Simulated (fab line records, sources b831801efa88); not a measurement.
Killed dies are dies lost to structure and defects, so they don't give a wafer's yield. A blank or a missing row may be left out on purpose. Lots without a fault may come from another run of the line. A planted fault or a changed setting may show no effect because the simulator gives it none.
Chamber matching | flow gf180mcu | GF_V1_CMP_26 on cmp-01: 4 sister chambers
The step polishes, stops on SiO2, t overpolish 15 s, target thk 0 nm. 8 wafers are shown with their chamber, then 8 later ones without.

WAFERS WITH THEIR CHAMBER
wafer  | chamber | motor_current_A (A) | time_to_endpoint_s (s)
L410.4 | 0       | 13.2                | 85.2
L411.4 | 0       | 12.5                | 80.6
L413.1 | 1       | 12.0                | 86.9
L414.2 | 2       | 13.3                | 84.2
L414.5 | 3       | 10.4                | 83.1
L415.4 | 2       | 12.9                | 89.0
L415.6 | 3       | 10.5                | 87.3
L424.3 | 1       | 12.4                | 87.0

WAFERS WITHOUT THEIR CHAMBER
wafer  | motor_current_A (A) | time_to_endpoint_s (s)
L424.5 | 10.4                | 83.1
L424.6 | 12.4                | 80.4
L425.1 | 12.4                | 83.7
L425.5 | 12.8                | 82.2
L425.6 | 10.8                | 81.0
L426.2 | 11.3                | 80.7
L426.5 | 12.8                | 80.6
L426.6 | 11.6                | 84.6

WHICH CHAMBER EACH WENT THROUGH
wafer  | from the rows above          | in truth
L424.5 | 3                            | 3
L424.6 | can't be placed: 0 or 1 or 2 | 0
L425.1 | can't be placed: 1 or 0 or 2 | 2
L425.5 | can't be placed: 0 or 2      | 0
L425.6 | 3                            | 3
L426.2 | can't be placed: 3 or 1 or 0 | 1
L426.5 | can't be placed: 0 or 2      | 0
L426.6 | can't be placed: 1 or 3 or 0 | 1
Placed correctly: 2 of 8. Can't be placed from these rows: 6 (the true chamber is among the candidates in 6). Placed wrongly: 0.
How it was worked out, from the rows above alone: a wafer's distance from a chamber is the root of the sum, over the readings, of the square of ((its reading less the chamber's mean) divided by the reading's scatter). The wafer belongs to the nearest chamber; if the next one is less than 2 further off, it can't be placed. A chamber's mean is the mean of its shown wafers. The scatter: the root of (the sum of the squares of (reading less its chamber's mean) over the shown wafers, divided by (wafers less chambers)).
